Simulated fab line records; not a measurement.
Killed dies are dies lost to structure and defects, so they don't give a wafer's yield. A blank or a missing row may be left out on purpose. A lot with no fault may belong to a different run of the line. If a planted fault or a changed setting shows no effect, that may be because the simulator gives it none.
Split-lot experiment -- flow sfq_line -- 23 wafers read across 5 lots, on a route 325 steps long

## THE SPLIT ITSELF
At SFQ_TRILAYER_L0_VIA_LITHO_COAT_013 (resist thk 650 nm), the setting resist_thk_nm was moved away from the recipe's 650 nm on 6 of the 23 wafers read, by +4.4% to +5.2%. For the rest of the wafers, this setting stayed at what the recipe calls for.

## FROM THE SPLIT TO THE READING: what the file shows between them, 3 steps
- SFQ_TRILAYER_L0_VIA_LITHO_SOFTBAKE_017
- SFQ_TRILAYER_L0_VIA_LITHO_EXPOSE_014: exposes mask L0V, target cd 700 nm
- SFQ_TRILAYER_L0_VIA_LITHO_DEVELOP_015: time 60 s

## THE READING
KrF_of_TRILAYER_L0_VIA_LITHO_COAT_013.thk_nm (the simulator's own value, which no gauge read), in nm, at SFQ_TRILAYER_L0_VIA_BARC_OPEN_VIA_ETCH_021 (etches BARC in O2, target depth 125 nm, time 42.74 s). No usual value for it is given in the file. Across the 17 wafers here that went through the recipe, the average is 572.3 nm and the standard deviation 2 nm.

wafer,"tool, chamber at the split","resist_thk_nm as run, nm",against the recipe,"KrF_of_TRILAYER_L0_VIA_LITHO_COAT_013.thk_nm, nm",against lot-mates on the recipe
L075.1,"litho_track-02, 0",678.3,+4.4%,601,+28.4
L075.6,"litho_track-02, 0",678.3,+4.4%,601,+28.4
L075.2,"litho_track-02, 0",650,recipe,573.4,-
L075.3,"litho_track-02, 0",678.3,+4.4%,599.5,+26.9
L075.5,"litho_track-02, 0",650,recipe,571.9,-
L077.1,"litho_track-02, 0",650,recipe,574.5,-
L077.2,"litho_track-02, 0",650,recipe,570.8,-
L077.4,"litho_track-02, 0",650,recipe,569.5,-
L077.5,"litho_track-02, 0",650,recipe,571.1,-
L077.6,"litho_track-02, 0",650,recipe,568.3,-
L079.2,"litho_track-01, 0",650,recipe,574.5,-
L079.4,"litho_track-01, 0",650,recipe,572.2,-
L079.5,"litho_track-01, 0",650,recipe,572.6,-
L083.1,"litho_track-03, 0",650,recipe,570.5,-
L083.2,"litho_track-03, 0",650,recipe,573.2,-
L083.3,"litho_track-03, 0",650,recipe,573.2,-
L083.4,"litho_track-03, 0",650,recipe,570.4,-
L083.6,"litho_track-03, 0",650,recipe,572.4,-
L084.1,"litho_track-03, 0",683.8,+5.2%,607.6,+32.3
L084.2,"litho_track-03, 0",650,recipe,574.9,-
L084.3,"litho_track-03, 0",683.8,+5.2%,607.7,+32.4
L084.4,"litho_track-03, 0",683.8,+5.2%,606.8,+31.5
L084.5,"litho_track-03, 0",650,recipe,575.8,-

THE FIT
A straight line over all 23 wafers: KrF_of_TRILAYER_L0_VIA_LITHO_COAT_013.thk_nm changes by +6.64 nm for each +1% of resist_thk_nm; r = +0.99; the points scatter about the line by 1.8 nm.
The same after taking each lot's own level away (the mean of its wafers on the recipe; 23 wafers): +6.25 nm for each +1%; r = +1.00; scatter 1.3 nm.
Per that fit: largest resist_thk_nm move, reading shift of 33 nm.
The span of the lots' own levels, 570.84 to 575.35 nm, comes to 2.3 times the standard deviation stated above.
The two slopes agree, so the slope changes little with the lot-to-lot level.
Check: with one of the wafers moved furthest among these (+5.2%) left out of the fit, the line predicts +32.6 nm for it against its lot-mates. Against them it came out at +32.3 nm.

## ADDITIONAL SPLITS CARRIED BY THESE WAFERS
Note: prior to the reading, these wafers also went through further splits. Each is held against what the fit with the lots' levels taken away leaves over:
other split on the same wafers,wafers away from the commonest value,r with KrF_of_TRILAYER_L0_VIA_LITHO_COAT_013.thk_nm (lot level and that fit taken away)
SFQ_TRILAYER_INCOMING_OXIDATION_002 temp_c,18,+0.14

## THE WHOLE CHAIN: every reading that the file lists as answering this split, in the file's order
step,what it does,reading,change (the file's fit),r (the file's)
SFQ_TRILAYER_L0_VIA_LITHO_COAT_013,resist thk 650 nm,"KrF_of_TRILAYER_L0_VIA_LITHO_COAT_013.thk_nm (the simulator's own value, which no gauge read)",+6.34 nm for each +1% of the setting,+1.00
SFQ_TRILAYER_L0_VIA_BARC_OPEN_VIA_ETCH_021,"etches BARC in O2, target depth 125 nm, time 42.74 s","KrF_of_TRILAYER_L0_VIA_LITHO_COAT_013.thk_nm (the simulator's own value, which no gauge read)",+6.25 nm for each +1% of the setting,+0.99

## FILE'S OWN FIT
KrF_of_TRILAYER_L0_VIA_LITHO_COAT_013.thk_nm changes by +6.25 nm for each +1% of resist_thk_nm, r = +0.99.
